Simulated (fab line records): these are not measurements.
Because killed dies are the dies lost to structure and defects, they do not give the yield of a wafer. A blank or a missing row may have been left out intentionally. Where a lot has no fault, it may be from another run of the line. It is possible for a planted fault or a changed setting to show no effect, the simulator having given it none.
A struck lot beside a sound one | flow sky130 | 18 out of 708 route steps
Sound: the wafers L121.4, L121.5, L121.6. Wafers struck: L119.4, L119.5, L119.6. At the end, the cause is stated.
Each step with rows lists, per side, the tool, then ch with its chambers, then its first start. Under that, the readings that differ: sound wafers | struck wafers | difference of the means | sigmas: that difference in standard deviations of wafers without a fault.
alike: same words and numbers on both sides, and readings whose means sit less than 2 such deviations apart. not compared: any withheld reading, any reading some wafer has no value for, any bound like >300 that may hide the same value, and any number with overlapping values for which the record gives no deviation.
Wherever a step has rows on one side only, a row that says differs or no value, or a row with sigmas, the two part there. Numbers that don't overlap but have no deviation are shown without sigmas and don't part them. Lack of a reading on every wafer of one side parts them only where that side has two or more wafers.

first, 1 step without rows for these wafers: SKY_LDD_HVP_IMPLANT_08.
SKY_LDD_HVP_STRIP_09: strips in O2/N2.
  sound on plasmaAsher-04 ch 0,1, day 28 12:46; struck on plasmaAsher-04 ch 0,1, day 26 11:19
  alike: drypumpMotorCurrentA, o2FlowSccm, oesProductAu, stripTimeToEndpointS
  not compared: rfHoursCounterH
SKY_LDD_HVP_TW_MEAS_10:
  struck on filmMetro-01, day 26 11:26; sound on filmMetro-01, day 28 12:52
  alike: LDD_HVP_TW
then, 7 steps without rows for these wafers: SKY_LDD_LDN_DEHYDRATE_00 (time 60 s); SKY_LDD_LDN_HMDS_01 (prime time 60 s); SKY_LDD_LDN_COAT_02 (resist thk 1140 nm); SKY_LDD_LDN_SOFTBAKE_03 (time 60 s); SKY_LDD_LDN_EXPOSE_04 (exposes mask LDNTM, target cd 700 nm); SKY_LDD_LDN_PEB_05; SKY_LDD_LDN_DEVELOP_06 (develop time 60 s).
SKY_LDD_LDN_OVL_MEAS_07:
  struck on overlay-02, day 27 15:55; sound on overlay-02, day 29 16:52
  alike: LDD_LDN_OVL
following that, these wafers have no rows for 1 step: SKY_LDD_LDN_IMPLANT_08.
SKY_LDD_LDN_IMPLANT_09:
  sound on implanter-04 ch 0, day 29 17:07; struck on implanter-04, day 27 16:10
  no value came back on the struck wafers for beamEnergyKeV, beamOnS (s); on the sound wafers beamEnergyKeV reads 15.000 15.001 14.999
then, 2 steps without rows for these wafers: SKY_LDD_LDN_IMPLANT_10; SKY_LDD_LDN_IMPLANT_11.
SKY_LDD_LDN_STRIP_12: strips in O2/N2.
  sound on plasmaAsher-04 ch 0,1, day 29 17:31; struck on plasmaAsher-03 ch 0,1, day 27 16:34
reading                  | sound             | struck            | difference | sigmas
stripTimeToEndpointS (s) | 14.17 14.11 14.15 | 14.22 14.24 14.21 | +0.08      | +2
  alike: drypumpMotorCurrentA, o2FlowSccm, oesProductAu
  not compared: rfHoursCounterH
SKY_LDD_LDN_TW_MEAS_13:
  struck on filmMetro-02, day 27 16:40; sound on filmMetro-03, day 29 17:37
reading    | sound          | struck         | difference | sigmas
LDD_LDN_TW | 1494 1509 1502 | 1371 1368 1372 | -131       | -7
then, 1 step without rows for these wafers: SKY_LDD_LDN_CLEAN_14 (cleans in SC1/SC2, time 150 s).

== WHERE THEY PART ==
Last at SKY_LDD_LDN_TW_MEAS_13 as far as this record goes, first at SKY_LDD_LDN_IMPLANT_09.

WHY: the cause the simulator had injected
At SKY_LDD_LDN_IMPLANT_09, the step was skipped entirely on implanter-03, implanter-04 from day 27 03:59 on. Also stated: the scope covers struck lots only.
